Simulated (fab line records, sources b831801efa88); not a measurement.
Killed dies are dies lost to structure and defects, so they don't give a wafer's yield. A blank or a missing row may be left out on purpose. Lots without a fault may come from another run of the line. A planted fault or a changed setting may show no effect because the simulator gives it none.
Which tool did it? | flow gf180mcu | 6 lots, 18 wafers sampled, at 2 steps of a route of 602

WHAT THE GAUGES READ, wafer by wafer
GF_VT_IMPLANT_RS_MEAS_48: measures by four-point-probe.
lot  | measured     | on            | LVPWELL_RS (ohm/sq)
L639 | day 8 17:54  | film_metro-04 | 1194.9 1196.0 1194.2
L643 | day 9 19:30  | film_metro-04 | 1195.7 1194.6 1193.0
L647 | day 11 01:50 | film_metro-03 | 1200.5 1198.0 1196.8
L649 | day 11 15:20 | film_metro-02 | 1199.9 1193.4 1195.6
L651 | day 12 03:54 | film_metro-03 | 1196.6 1197.1 1196.8
L657 | day 13 18:20 | film_metro-02 | 1206.1 1206.1 1206.7

WHICH TOOL RAN EACH LOT (tool, then ch and the chambers of the sampled wafers, then the start)
lot  | GF_LVPWELL_IMPLANT_09
L639 | implanter-03 ch 0, day 4 09:33
L643 | implanter-03 ch 0, day 5 06:04
L647 | implanter-03 ch 0, day 6 07:19
L649 | implanter-02 ch 0, day 6 16:37
L651 | implanter-03 ch 0, day 7 04:27
L657 | implanter-01 ch 0, day 8 14:56
- GF_LVPWELL_IMPLANT_09

THE ANSWER, worked out from the rows above alone
Rule: what is usual is taken from the lots themselves. Put in order of their means at a reading, lots are off if they are a third of the lots or fewer, leave a main group of 4 or more, and stand apart from it by a gap of 3 or more times the standard deviation of the main group's means; of several such gaps the widest counts. A main group whose means are all the same, to the digits that the tables above print for the reading, isn't used. A lot without any number at a reading at which 4 lots or more have one is off too. The other lots that the step has rows for count as sound.
Off: L657, at GF_VT_IMPLANT_RS_MEAS_48 (LVPWELL_RS). The main group: mean 1196.2 ohm/sq, standard deviation 1.4.
A tool fits if, at a process step before that reading, it ran every lot that is off, and no sound lot after the first of them. The gauges at GF_VT_IMPLANT_RS_MEAS_48 are tried like those tools. Can't be told from this: 2 tools fit, implanter-01 at GF_LVPWELL_IMPLANT_09, film_metro-02 at GF_VT_IMPLANT_RS_MEAS_48.

WHAT THE SIMULATOR HAD PUT IN
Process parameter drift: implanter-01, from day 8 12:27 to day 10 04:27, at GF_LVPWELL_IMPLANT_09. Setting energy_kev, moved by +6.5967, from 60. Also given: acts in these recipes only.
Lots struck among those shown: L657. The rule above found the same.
